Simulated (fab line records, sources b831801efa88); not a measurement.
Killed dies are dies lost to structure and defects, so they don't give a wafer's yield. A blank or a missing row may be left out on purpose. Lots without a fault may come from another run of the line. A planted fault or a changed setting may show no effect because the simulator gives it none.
fab line records | flow sky130
record lots=13 wafers=39 last_day=50
route steps=708 shown SONOS_ONO@173 RES_PROTECT@214 POLY_GATE@223 PAD_OPEN@708
lots that met no fault: from a run of the same line without faults
start_h: hours from the record's first day to the start of the lot's first wafer shown | wait_h: hours since the lot's step before | " the same as in the row above | L1.1+2: a row that stands for several wafers | - no value, or no start given | * or withheld: withheld | < > ~ a bound
route shown NAME@n: a module of which the file shows steps, and the number in the route of the first | usual: mean/standard deviation of fault-free wafers | same: alike in all rows | chamber/n: place in a boat | sites: the reading at each site | _std_site: their standard deviation | _edge_site: outer sites' mean less inner sites' | radius_mm: how far each site lies from the wafer's centre | mask NAME#n: copy n | behind: the tool/chamber that last shaped the wafer | hold: why the lot was held/for how many hours/how that ended | device: the transistor (n, p or np) that didn't switch | end of line: the same wafers' tests at the end of the route | a step without rows: its recipe alone | killed: dies lost to structure and defects at the first sort, not the wafer's yield | map: a wafer's dies, x killed, . not, _ none there
set.NAME: the setting as run; set.NAME@STEP: as run at that earlier step | model.NAME: the simulator's own value behind a step, which no gauge read
steps of the route over a sample of lots; a table a step, a row a wafer
services: from which hour (start_h, from the record's first day; less than 0 if before it) a tool's chamber was out of use, for how many hours, and why
## steps
# step SKY_SONOS_ONO_THK_MEAS_05
# recipe reads=SiO2_of_SONOS_ONO_CVD_04
# usual SONOS_ONO_CVD_04_THK=5.74/0.12
# columns lot.wafer tool chamber start_h wait_h SONOS_ONO_CVD_04_THK[nm]
L548.1 film_metro-01 - 253.44 0.0 5.80
L548.2 " - " " 5.93
L548.6 " - " " 5.75
L549.3 film_metro-02 - 265.13 0.0 5.63
L549.5 " - " " 5.76
L549.6 " - " " 5.77
L550.1 film_metro-04 - 276.20 0.0 5.96
L550.4 " - " " 5.99
L550.6 " - " " 5.97
L552.1 film_metro-01 - 290.00 0.0 5.62
L552.3 " - " " 5.58
L552.4 " - " " 5.54
L555.1 film_metro-01 - 310.25 0.0 5.69
L555.2 " - " " 5.64
L555.5 " - " " 5.77
L556.2 film_metro-02 - 316.38 0.0 5.61
L556.5 " - " " 5.72
L556.6 " - " " 5.65
L560.1 film_metro-02 - 352.98 0.0 5.97
L560.3 " - " " 5.84
L560.6 " - " " 5.90
L561.1 film_metro-04 - 356.90 0.0 5.55
L561.3 " - " " 5.61
L561.5 " - " " 5.50
L562.1 film_metro-02 - 368.75 0.0 5.63
L562.4 " - " " 5.69
L562.5 " - " " 5.59
L564.1 film_metro-01 - 398.33 0.0 5.81
L564.2 " - " " 5.74
L564.3 " - " " 5.85
L566.2 film_metro-01 - 399.59 0.0 5.74
L566.4 " - " " 5.68
L566.6 " - " " 5.72
L570.2 film_metro-01 - 428.21 0.0 5.65
L570.3 " - " " 5.71
L570.4 " - " " 5.73
L571.2 film_metro-02 - 441.53 0.0 5.70
L571.3 " - " " 5.87
L571.6 " - " " 5.71
# step SKY_SONOS_ONO_STRIP_17
# recipe chemistry=O2/N2 power_w=1400 pressure_mtorr=1500 platen_temp_c=withheld o2_flow_sccm=3000 n2_flow_sccm=300 overash_fraction=0.5
# usual drypump_motor_current_A=5.9/0.44 oes_product_au=0.710/0.0042 strip_time_to_endpoint_s=14.11/0.034
# columns lot.wafer tool chamber start_h wait_h drypump_motor_current_A oes_product_au rf_hours_counter_h strip_time_to_endpoint_s
L548.1 plasma_asher-04 0 277.60 0.0 5.8 0.712 58 14.15
L548.2 " 1 " " 5.9 0.712 58 14.17
L548.6 " 0 " " 5.8 0.708 - 14.15
L549.3 plasma_asher-01 1 289.61 0.0 5.7 0.713 - 14.10
L549.5 " 0 " " 5.3 0.707 - 14.13
L549.6 " 1 " " 5.7 0.712 - 14.13
L550.1 plasma_asher-02 1 300.92 0.0 5.4 0.711 16 14.08
L550.4 " 0 " " 6.6 0.708 - 14.08
L550.6 " 0 " " 6.6 0.713 - 14.14
L552.1 plasma_asher-04 1 315.65 0.0 5.8 0.709 62 14.09
L552.3 " 0 " " 5.8 0.711 - 14.12
L552.4 " 1 " " 5.8 0.709 - 14.15
L555.1 plasma_asher-02 0 337.27 0.0 6.6 0.709 19 14.09
L555.2 " 1 " " 5.5 0.707 19 14.13
L555.5 " 1 " " 5.4 0.707 - 14.14
L556.2 plasma_asher-02 1 342.65 0.0 5.4 0.720 20 14.06
L556.5 " 0 " " 6.6 0.714 - 14.08
L556.6 " 1 " " 5.4 0.711 - 14.08
L560.1 plasma_asher-02 1 380.98 0.0 5.4 0.709 24 14.13
L560.3 " 0 " " 6.6 0.719 - 14.13
L560.6 " 0 " " 6.6 0.714 - 14.11
L561.1 plasma_asher-02 0 384.52 0.0 6.6 0.717 24 14.08
L561.3 " 1 " " 5.5 0.718 - 14.08
L561.5 " 0 " " 6.6 0.712 - 14.07
L562.1 plasma_asher-02 1 397.58 0.0 5.4 0.709 26 14.15
L562.4 " 1 " " 5.5 0.703 - 14.11
L562.5 " 1 " " 5.5 0.719 - 14.15
L564.1 plasma_asher-04 0 428.63 0.0 5.8 0.705 73 14.14
L564.2 " 1 " " 5.8 0.707 73 14.14
L564.3 " 0 " " 5.8 0.705 - 14.15
L566.2 plasma_asher-04 0 429.57 0.0 5.8 0.711 73 14.14
L566.4 " 1 " " 5.9 0.713 - 14.11
L566.6 " 1 " " 5.9 0.707 - 14.13
L570.2 plasma_asher-01 0 458.75 0.0 5.2 0.714 68 14.03
L570.3 " 1 " " 5.7 0.715 - 14.04
L570.4 " 0 " " 5.2 0.717 - 14.06
L571.2 plasma_asher-04 0 472.07 0.0 5.8 0.710 78 14.09
L571.3 " 1 " " 5.9 0.707 - 14.10
L571.6 " 1 " " 5.9 0.711 - 14.06
# step SKY_RES_PROTECT_STRIP_07
# recipe chemistry=O2/N2 power_w=1400 pressure_mtorr=1500 platen_temp_c=withheld o2_flow_sccm=3000 n2_flow_sccm=300 overash_fraction=0.5
# usual drypump_motor_current_A=5.78/0.21 oes_product_au=0.519/0.0045 strip_time_to_endpoint_s=23.32/0.039
# columns lot.wafer tool chamber start_h wait_h drypump_motor_current_A oes_product_au rf_hours_counter_h strip_time_to_endpoint_s
L548.1 plasma_asher-03 0 337.81 0.1 5.82 0.523 64 23.34
L548.2 " 1 " " 5.95 0.517 64 23.32
L548.6 " 0 " " 5.84 0.518 - 23.35
L549.3 plasma_asher-04 0 346.84 0.1 5.82 0.524 - 23.31
L549.5 " 1 " " 5.90 0.512 - 23.36
L549.6 " 0 " " 5.81 0.520 - 23.33
L550.1 plasma_asher-04 1 362.37 0.1 5.92 0.520 65 23.30
L550.4 " 1 " " 5.85 0.522 - 23.24
L550.6 " 1 " " 5.88 0.512 - 23.29
L552.1 plasma_asher-03 0 378.25 0.1 5.83 0.513 69 23.35
L552.3 " 0 " " 5.84 0.515 - 23.33
L552.4 " 1 " " 5.95 0.513 - 23.37
L555.1 plasma_asher-03 0 401.55 0.1 5.86 0.513 71 23.35
L555.2 " 1 " " 5.97 0.519 71 23.38
L555.5 " 1 " " 5.94 0.516 - 23.37
L556.2 plasma_asher-01 0 405.20 0.1 5.27 0.519 62 23.33
L556.5 " 1 " " 5.77 0.525 - 23.35
L556.6 " 0 " " 5.24 0.516 - 23.31
L560.1 plasma_asher-03 0 445.46 0.1 5.84 0.519 1 23.31
L560.3 " 0 " " 5.84 0.519 - 23.30
L560.6 " 1 " " 5.98 0.516 - 23.36
L561.1 plasma_asher-03 0 450.15 0.1 5.84 0.523 1 23.34
L561.3 " 0 " " 5.85 0.518 - 23.33
L561.5 " 1 " " 5.96 0.521 - 23.32
L562.1 plasma_asher-03 0 463.90 0.1 5.82 0.513 4 23.37
L562.4 " 1 " " 5.97 0.514 - 23.32
L562.5 " 0 " " 5.83 0.522 - 23.32
L564.1 plasma_asher-04 0 494.46 0.1 5.76 0.518 80 23.27
L564.2 " 1 " " 5.81 0.520 80 23.28
L564.3 " 1 " " 5.87 0.520 - 23.27
L566.2 plasma_asher-03 0 500.85 0.1 5.82 0.519 8 23.34
L566.4 " 1 " " 5.95 0.523 - 23.30
L566.6 " 0 " " 5.82 0.523 - 23.32
L570.2 plasma_asher-03 0 524.71 0.1 5.82 0.508 10 23.28
L570.3 " 0 " " 5.84 0.505 - 23.27
L570.4 " 1 " " 5.97 0.518 - 23.25
L571.2 plasma_asher-03 0 537.36 0.1 5.83 0.523 11 23.26
L571.3 " 0 " " 5.83 0.516 - 23.26
L571.6 " 1 " " 5.94 0.522 - 23.26
# step SKY_POLY_GATE_SOFTBAKE_09
# recipe temp_c=100 time_s=90 resist=KrF-thick
# usual heater_power_total_W=57.34/0.12 plate_temp_C=99.98/0.12
# same time_s=90
# columns lot.wafer tool chamber start_h wait_h heater_power_total_W plate_temp_C
L548.1 litho_track-03 0 352 - 57.22 100.14
L548.2 " 0 " " 57.20 100.13
L548.6 " 0 " " 57.21 100.01
L549.3 litho_track-02 0 362 - 57.27 99.84
L549.5 " 0 " " 57.32 99.99
L549.6 " 0 " " 57.52 99.94
L550.1 litho_track-04 0 377 - 57.26 100.11
L550.4 " 0 " " 57.52 100.19
L550.6 " 0 " " 57.38 100.06
L552.1 litho_track-02 0 394 - 57.51 100.10
L552.3 " 0 395 - 57.24 99.92
L552.4 " 0 " " 57.18 99.95
L555.1 litho_track-02 0 418 - 57.16 100.12
L555.2 " 0 " " 57.48 100.04
L555.5 " 0 " " 57.34 100.06
L556.2 litho_track-04 0 423 - 57.20 100.01
L556.5 " 0 " " 57.67 100.00
L556.6 " 0 " " 57.30 99.80
L560.1 litho_track-02 0 462 - 57.34 99.95
L560.3 " 0 " " 57.31 99.92
L560.6 " 0 " " 57.22 100.11
L561.1 litho_track-04 0 466 - 57.37 100.10
L561.3 " 0 " " 57.22 100.08
L561.5 " 0 " " 57.21 99.94
L562.1 litho_track-02 0 481 - 54.36 96.26
L562.4 " 0 482 - 54.21 96.13
L562.5 " 0 " " 54.28 95.82
L564.1 litho_track-04 0 511 - 57.30 100.15
L564.2 " 0 " " 57.23 100.13
L564.3 " 0 " " 57.21 99.81
L566.2 litho_track-02 0 519 - 54.32 96.22
L566.4 " 0 " " 54.29 96.13
L566.6 " 0 " " 54.35 96.19
L570.2 litho_track-04 0 547 - 57.31 99.82
L570.3 " 0 " " 57.29 99.77
L570.4 " 0 " " 57.43 100.04
L571.2 litho_track-04 0 554 - 57.18 99.96
L571.3 " 0 " " 57.30 99.97
L571.6 " 0 555 - 57.36 100.05
# step SKY_PAD_OPEN_PROBE_99
# usual killed_at_M0_to_M3=45/7.3 killed_at_M4_up=3.2/1.8 killed_at_contacts=25/5.5 killed_at_front_end=15/4.2 killed_at_other=0.3/0.69 killed_dies=89/9.4 killed_open=49/6.6 killed_short=40/6.4
# same gross_dies=492 killed_at_back_side=0
# columns lot.wafer tool chamber start_h wait_h killed_at_M0_to_M3 killed_at_M4_up killed_at_contacts killed_at_front_end killed_at_other killed_dies killed_open killed_short
L548.1 prober-01 - 1076.02 0.1 51 3 22 18 0 94 59 35
L548.2 prober-01 - 1076.07 0.1 31 4 24 14 0 73 41 32
L548.6 prober-01 - 1076.27 0.2 43 4 21 12 0 80 48 32
L549.3 prober-01 - 1081.07 0.2 45 4 27 15 0 91 43 47
L549.5 prober-01 - 1081.17 0.2 60 3 29 18 0 110 58 51
L549.6 prober-01 - 1081.22 0.2 39 2 25 21 0 87 45 41
L550.1 prober-02 - 1092.02 0.1 52 1 25 14 0 92 51 41
L550.4 prober-02 - 1092.17 0.2 48 2 28 15 0 93 54 39
L550.6 prober-02 - 1092.27 0.2 54 5 30 16 0 105 55 50
L552.1 prober-02 - 1100.66 0.1 52 1 20 12 0 85 46 38
L552.3 prober-02 - 1100.76 0.2 36 5 29 14 0 84 42 42
L552.4 prober-02 - 1100.81 0.2 31 3 30 16 0 80 39 41
L555.1 prober-01 - 1120.16 0.1 49 3 19 20 1 92 50 40
L555.2 prober-01 - 1120.21 0.1 50 3 15 17 1 86 48 38
L555.5 prober-01 - 1120.36 0.2 42 5 27 14 0 88 42 45
L556.2 prober-02 - 1128.22 0.1 43 1 28 23 1 96 59 36
L556.5 prober-02 - 1128.37 0.2 39 6 26 13 2 86 47 38
L556.6 prober-02 - 1128.42 0.2 70 0 28 20 0 118 64 54
L560.1 prober-02 - 1145.51 0.1 48 5 18 17 1 89 35 52
L560.3 prober-02 - 1145.61 0.2 48 2 30 11 0 91 50 41
L560.6 prober-02 - 1145.76 0.2 59 1 26 13 1 100 62 38
L561.1 prober-01 - 1145.84 0.1 53 2 21 13 0 89 47 41
L561.3 prober-01 - 1145.94 0.2 47 3 31 20 0 101 48 53
L561.5 prober-01 - 1146.04 0.2 51 4 20 16 0 91 57 34
L562.1 prober-02 - 1159.53 0.1 39 3 22 15 0 79 38 41
L562.4 prober-02 - 1159.68 0.2 35 3 22 13 0 73 36 37
L562.5 prober-02 - 1159.73 0.2 41 2 30 12 0 85 42 42
L564.1 prober-02 - 1173.48 0.1 41 3 24 18 0 86 42 44
L564.2 prober-02 - 1173.53 0.1 41 4 18 13 0 76 45 31
L564.3 prober-02 - 1173.58 0.2 32 1 27 16 0 76 52 24
L566.2 prober-02 - 1180.16 0.1 42 0 30 15 1 88 50 38
L566.4 prober-02 - 1180.26 0.2 57 3 19 16 0 95 48 47
L566.6 prober-02 - 1180.36 0.2 49 3 33 11 0 96 55 41
L570.2 prober-02 - 1196.87 0.1 46 5 23 14 0 88 47 41
L570.3 prober-02 - 1196.92 0.2 45 3 19 16 0 83 46 37
L570.4 prober-02 - 1196.97 0.2 52 4 29 9 0 94 51 43
L571.2 prober-01 - 1198.56 0.1 44 1 27 20 1 93 56 37
L571.3 prober-01 - 1198.61 0.2 50 5 21 21 0 97 50 47
L571.6 prober-01 - 1198.76 0.2 46 2 26 17 0 91 52 39
# killed by level:class
L548.1 VIA1:geometric_particle:open=11 CONTACT:geometric_particle:open=11 POLY_GATE:geometric_particle:short=9 LI_CONTACT:geometric_particle:open=9 VIA3:geometric_particle:open=8 METAL2:geometric_particle:short=7 VIA2:geometric_particle:open=7 VIA1:geometric_particle:short=5
L548.2 CONTACT:geometric_particle:open=9 VIA2:geometric_particle:open=9 FIELD_ISO:geometric_particle:short=6 LI_CONTACT:geometric_particle:open=6 CONTACT:geometric_particle:short=4 METAL1:geometric_particle:short=4 VIA1:geometric_particle:open=4 FIELD_ISO:geometric_particle:open=3
L548.6 VIA1:geometric_particle:open=10 CONTACT:geometric_particle:open=9 VIA2:geometric_particle:open=9 LI_CONTACT:geometric_particle:open=5 VIA1:geometric_particle:short=5 METAL1:geometric_particle:short=4 VIA2:geometric_particle:short=4 FIELD_ISO:geometric_particle:open=3
L549.3 METAL1:geometric_particle:short=10 VIA1:geometric_particle:open=10 CONTACT:geometric_particle:open=9 VIA2:geometric_particle:short=7 LI_CONTACT:geometric_particle:open=5 CONTACT:geometric_particle:short=5 POLY_GATE:geometric_particle:open=4 LI_CONTACT:geometric_particle:short=4
L549.5 VIA1:geometric_particle:open=14 LI_CONTACT:geometric_particle:open=9 CONTACT:geometric_particle:open=8 METAL3:geometric_particle:short=8 FIELD_ISO:geometric_particle:open=7 METAL2:geometric_particle:short=7 CONTACT:geometric_particle:short=6 VIA1:geometric_particle:short=6
L549.6 CONTACT:geometric_particle:open=12 VIA1:geometric_particle:open=12 FIELD_ISO:geometric_particle:open=7 POLY_GATE:geometric_particle:short=7 LI_CONTACT:geometric_particle:open=5 METAL2:geometric_particle:short=5 LI_CONTACT:geometric_particle:short=4 METAL1:geometric_particle:short=4
L550.1 VIA1:geometric_particle:open=13 VIA3:geometric_particle:open=12 LI_CONTACT:geometric_particle:open=9 METAL2:geometric_particle:short=6 FIELD_ISO:geometric_particle:short=5 LOCAL_INTERCONNECT:geometric_particle:short=5 METAL1:geometric_particle:short=5 VIA1:geometric_particle:short=5
L550.4 CONTACT:geometric_particle:open=13 VIA1:geometric_particle:open=9 VIA1:geometric_particle:short=7 VIA2:geometric_particle:open=7 LI_CONTACT:geometric_particle:open=6 METAL1:geometric_particle:short=6 VIA3:geometric_particle:open=5 FIELD_ISO:geometric_particle:open=4
L550.6 LI_CONTACT:geometric_particle:open=11 VIA1:geometric_particle:open=11 VIA1:geometric_particle:short=9 CONTACT:geometric_particle:open=9 VIA3:geometric_particle:open=9 FIELD_ISO:geometric_particle:short=5 METAL1:geometric_particle:short=5 LI_CONTACT:geometric_particle:short=4
L552.1 VIA2:geometric_particle:open=12 VIA1:geometric_particle:open=11 METAL2:geometric_particle:short=7 VIA1:geometric_particle:short=6 LI_CONTACT:geometric_particle:open=5 CONTACT:geometric_particle:short=5 CONTACT:geometric_particle:open=5 POLY_GATE:geometric_particle:short=4
L552.3 CONTACT:geometric_particle:open=11 LOCAL_INTERCONNECT:geometric_particle:short=7 VIA2:geometric_particle:open=7 VIA1:geometric_particle:open=6 CONTACT:geometric_particle:short=5 VIA2:geometric_particle:short=5 METAL2:geometric_particle:short=4 LI_CONTACT:geometric_particle:open=4
L552.4 CONTACT:geometric_particle:open=8 VIA1:geometric_particle:open=7 LI_CONTACT:geometric_particle:open=6 CONTACT:geometric_particle:short=6 LOCAL_INTERCONNECT:geometric_particle:short=5 VIA3:geometric_particle:open=5 FIELD_ISO:geometric_particle:short=4 POLY_GATE:geometric_particle:short=4
L555.1 VIA1:geometric_particle:open=10 METAL1:geometric_particle:short=9 CONTACT:geometric_particle:short=7 VIA3:geometric_particle:open=7 VIA2:geometric_particle:open=7 FIELD_ISO:geometric_particle:open=5 LI_CONTACT:geometric_particle:open=5 POLY_GATE:geometric_particle:open=5
L555.2 VIA1:geometric_particle:open=11 VIA2:geometric_particle:open=9 VIA3:geometric_particle:open=8 METAL1:geometric_particle:short=7 CONTACT:geometric_particle:open=6 FIELD_ISO:geometric_particle:short=5 FIELD_ISO:geometric_particle:open=4 LI_CONTACT:geometric_particle:short=4
L555.5 CONTACT:geometric_particle:open=13 VIA1:geometric_particle:open=8 FIELD_ISO:geometric_particle:short=6 VIA1:geometric_particle:short=6 LI_CONTACT:geometric_particle:open=5 METAL1:geometric_particle:short=5 METAL2:geometric_particle:short=5 VIA2:geometric_particle:open=5
L556.2 CONTACT:geometric_particle:open=11 VIA1:geometric_particle:open=10 LI_CONTACT:geometric_particle:open=9 VIA2:geometric_particle:open=8 FIELD_ISO:geometric_particle:short=6 POLY_GATE:geometric_particle:open=6 POLY_GATE:geometric_particle:short=5 METAL1:geometric_particle:short=5
L556.5 VIA1:geometric_particle:open=13 LI_CONTACT:geometric_particle:open=12 CONTACT:geometric_particle:short=6 VIA3:geometric_particle:short=5 VIA1:geometric_particle:short=5 VIA2:geometric_particle:open=5 LI_CONTACT:geometric_particle:short=4 METAL4:geometric_particle:short=4
L556.6 CONTACT:geometric_particle:open=13 METAL2:geometric_particle:short=11 VIA1:geometric_particle:open=11 LI_CONTACT:geometric_particle:open=10 VIA3:geometric_particle:open=10 VIA1:geometric_particle:short=9 METAL1:geometric_particle:short=8 VIA2:geometric_particle:open=7
L560.1 METAL1:geometric_particle:short=10 VIA3:geometric_particle:short=8 VIA3:geometric_particle:open=7 CONTACT:geometric_particle:open=7 LOCAL_INTERCONNECT:geometric_particle:short=6 VIA1:geometric_particle:short=5 SPACER:geometric_particle:short=4 METAL2:geometric_particle:short=4
L560.3 CONTACT:geometric_particle:open=13 VIA1:geometric_particle:open=11 CONTACT:geometric_particle:short=8 VIA2:geometric_particle:open=8 VIA3:geometric_particle:short=6 METAL2:geometric_particle:short=5 LI_CONTACT:geometric_particle:open=4 METAL1:geometric_particle:short=4
L560.6 VIA1:geometric_particle:open=17 LOCAL_INTERCONNECT:geometric_particle:short=7 LI_CONTACT:geometric_particle:open=7 VIA3:geometric_particle:open=7 CONTACT:geometric_particle:open=6 METAL1:geometric_particle:open=5 FIELD_ISO:geometric_particle:open=5 METAL2:geometric_particle:open=5
L561.1 VIA2:geometric_particle:open=11 LI_CONTACT:geometric_particle:open=8 VIA1:geometric_particle:open=8 METAL1:geometric_particle:short=7 CONTACT:geometric_particle:open=6 VIA3:geometric_particle:open=6 METAL2:geometric_particle:short=6 POLY_GATE:geometric_particle:short=5
L561.3 VIA1:geometric_particle:open=10 CONTACT:geometric_particle:open=9 VIA3:geometric_particle:open=9 METAL1:geometric_particle:short=7 FIELD_ISO:geometric_particle:short=6 LOCAL_INTERCONNECT:geometric_particle:short=6 CONTACT:geometric_particle:short=5 POLY_GATE:geometric_particle:short=5
L561.5 VIA1:geometric_particle:open=11 CONTACT:geometric_particle:open=8 METAL2:geometric_particle:short=8 VIA2:geometric_particle:open=8 VIA3:geometric_particle:open=8 LI_CONTACT:geometric_particle:open=6 POLY_GATE:geometric_particle:open=5 METAL1:geometric_particle:open=4
L562.1 LOCAL_INTERCONNECT:geometric_particle:short=9 VIA1:geometric_particle:open=9 VIA2:geometric_particle:open=8 CONTACT:geometric_particle:open=6 POLY_GATE:geometric_particle:short=5 METAL3:geometric_particle:short=5 LI_CONTACT:geometric_particle:open=4 FIELD_ISO:geometric_particle:short=3
L562.4 VIA2:geometric_particle:open=8 CONTACT:geometric_particle:short=7 VIA1:geometric_particle:open=7 LI_CONTACT:geometric_particle:open=5 METAL2:geometric_particle:short=4 POLY_CUT:geometric_particle:open=4 LOCAL_INTERCONNECT:geometric_particle:short=4 METAL1:geometric_particle:short=4
L562.5 CONTACT:geometric_particle:open=12 LI_CONTACT:geometric_particle:open=7 METAL1:geometric_particle:short=7 VIA1:geometric_particle:open=7 VIA3:geometric_particle:short=6 METAL2:geometric_particle:short=5 VIA2:geometric_particle:open=5 LI_CONTACT:geometric_particle:short=4
L564.1 VIA1:geometric_particle:open=9 METAL2:geometric_particle:short=8 CONTACT:geometric_particle:short=7 LI_CONTACT:geometric_particle:open=6 CONTACT:geometric_particle:open=6 POLY_GATE:geometric_particle:short=5 VIA3:geometric_particle:open=5 VIA3:geometric_particle:short=5
L564.2 VIA1:geometric_particle:open=11 VIA3:geometric_particle:open=9 LI_CONTACT:geometric_particle:open=5 POLY_GATE:geometric_particle:short=4 CONTACT:geometric_particle:short=4 METAL2:geometric_particle:short=4 VIA2:geometric_particle:open=4 METAL4:geometric_particle:short=4
L564.3 CONTACT:geometric_particle:open=13 LI_CONTACT:geometric_particle:open=8 POLY_GATE:geometric_particle:open=7 VIA1:geometric_particle:open=7 VIA2:geometric_particle:open=6 VIA3:geometric_particle:open=5 VIA1:geometric_particle:short=4 POLY_GATE:geometric_particle:short=3
L566.2 CONTACT:geometric_particle:open=10 VIA1:geometric_particle:open=9 LI_CONTACT:geometric_particle:open=8 VIA2:geometric_particle:open=8 CONTACT:geometric_particle:short=6 METAL1:geometric_particle:short=6 FIELD_ISO:geometric_particle:short=5 SPACER:geometric_particle:short=4
L566.4 VIA2:geometric_particle:open=9 VIA1:geometric_particle:open=9 VIA3:geometric_particle:open=9 FIELD_ISO:geometric_particle:short=8 CONTACT:geometric_particle:open=7 METAL2:geometric_particle:short=6 METAL1:geometric_particle:short=5 VIA2:geometric_particle:short=5
L566.6 VIA1:geometric_particle:open=14 CONTACT:geometric_particle:open=11 VIA3:geometric_particle:open=10 CONTACT:geometric_particle:short=8 VIA1:geometric_particle:short=7 LI_CONTACT:geometric_particle:open=7 FIELD_ISO:geometric_particle:open=5 METAL2:geometric_particle:short=4
L570.2 VIA3:geometric_particle:open=9 LI_CONTACT:geometric_particle:open=8 CONTACT:geometric_particle:open=8 FIELD_ISO:geometric_particle:short=6 VIA2:geometric_particle:open=6 CONTACT:geometric_particle:short=5 VIA3:geometric_particle:short=5 METAL4:geometric_particle:short=4
L570.3 VIA2:geometric_particle:open=13 METAL2:geometric_particle:short=7 METAL1:geometric_particle:short=6 FIELD_ISO:geometric_particle:open=5 CONTACT:geometric_particle:open=5 VIA1:geometric_particle:open=5 FIELD_ISO:geometric_particle:short=4 LI_CONTACT:geometric_particle:short=4
L570.4 CONTACT:geometric_particle:open=13 VIA1:geometric_particle:open=12 VIA2:geometric_particle:open=9 METAL2:geometric_particle:short=7 VIA3:geometric_particle:open=7 CONTACT:geometric_particle:short=5 METAL1:geometric_particle:short=5 LI_CONTACT:geometric_particle:short=4
L571.2 LI_CONTACT:geometric_particle:open=11 VIA1:geometric_particle:short=8 CONTACT:geometric_particle:open=8 VIA1:geometric_particle:open=7 VIA3:geometric_particle:open=6 FIELD_ISO:geometric_particle:short=5 POLY_GATE:geometric_particle:open=5 METAL2:geometric_particle:short=4
L571.3 VIA1:geometric_particle:open=10 LI_CONTACT:geometric_particle:open=8 METAL2:geometric_particle:short=8 CONTACT:geometric_particle:open=7 VIA1:geometric_particle:short=7 VIA2:geometric_particle:open=6 VIA3:geometric_particle:open=5 FIELD_ISO:geometric_particle:open=4
L571.6 CONTACT:geometric_particle:open=12 VIA2:geometric_particle:open=8 METAL3:geometric_particle:short=7 LI_CONTACT:geometric_particle:open=7 VIA3:geometric_particle:open=7 VIA1:geometric_particle:open=7 POLY_GATE:geometric_particle:open=5 METAL2:geometric_particle:short=4
## services
# columns tool chamber start_h hours kind
plasma_asher-04 - 325.69 0.4 repair
plasma_asher-04 - 335.62 4.0 repair
plasma_asher-04 - 349.05 13.1 repair
litho_track-02 - 370.11 - consumable_replace:filter
plasma_asher-01 - 401.25 3.0 repair
plasma_asher-03 - 409.29 1.7 repair
plasma_asher-02 - 420.11 7.4 repair
plasma_asher-03 - 421.25 9.0 pm
plasma_asher-03 0 421.25 9.0 vent_cycle
plasma_asher-03 1 421.25 9.0 vent_cycle
plasma_asher-03 0 430.25 - clean
plasma_asher-03 1 430.25 - clean
plasma_asher-02 - 448.04 21.6 pm
litho_track-02 - 477.27 - consumable_replace:filter
plasma_asher-02 - 485.15 2.9 repair
## key
first_sign step=SKY_POLY_GATE_SOFTBAKE_09 reading=plate_temp_C direction=down sigmas=31 usual=* struck=*
effect step=SKY_POLY_GATE_SOFTBAKE_09 reading=heater_power_total_W direction=down sigmas=26 usual=* struck=*
met_at SKY_POLY_GATE_SOFTBAKE_09
struck_lots L562,L566
tester_left_out L562,L566
not_acting_at SKY_SONOS_ONO_THK_MEAS_05,SKY_SONOS_ONO_STRIP_17,SKY_RES_PROTECT_STRIP_07
onset_between 462 481
fault kind=process_parameter_drift tool=litho_track-02 chamber=- onset_h=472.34 steps=SKY_POLY_GATE_SOFTBAKE_09 channel=temp_c offset=* shape=step end_h=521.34 acts_in=* stated=*
# tester_left_out: of these lots the tester's yield and bins aren't shown, on N5 and GAA mostly nor the transistor test; their killed dies are dies lost to structure and defects alone, not to doping, threshold or leakage, so they don't give the yield
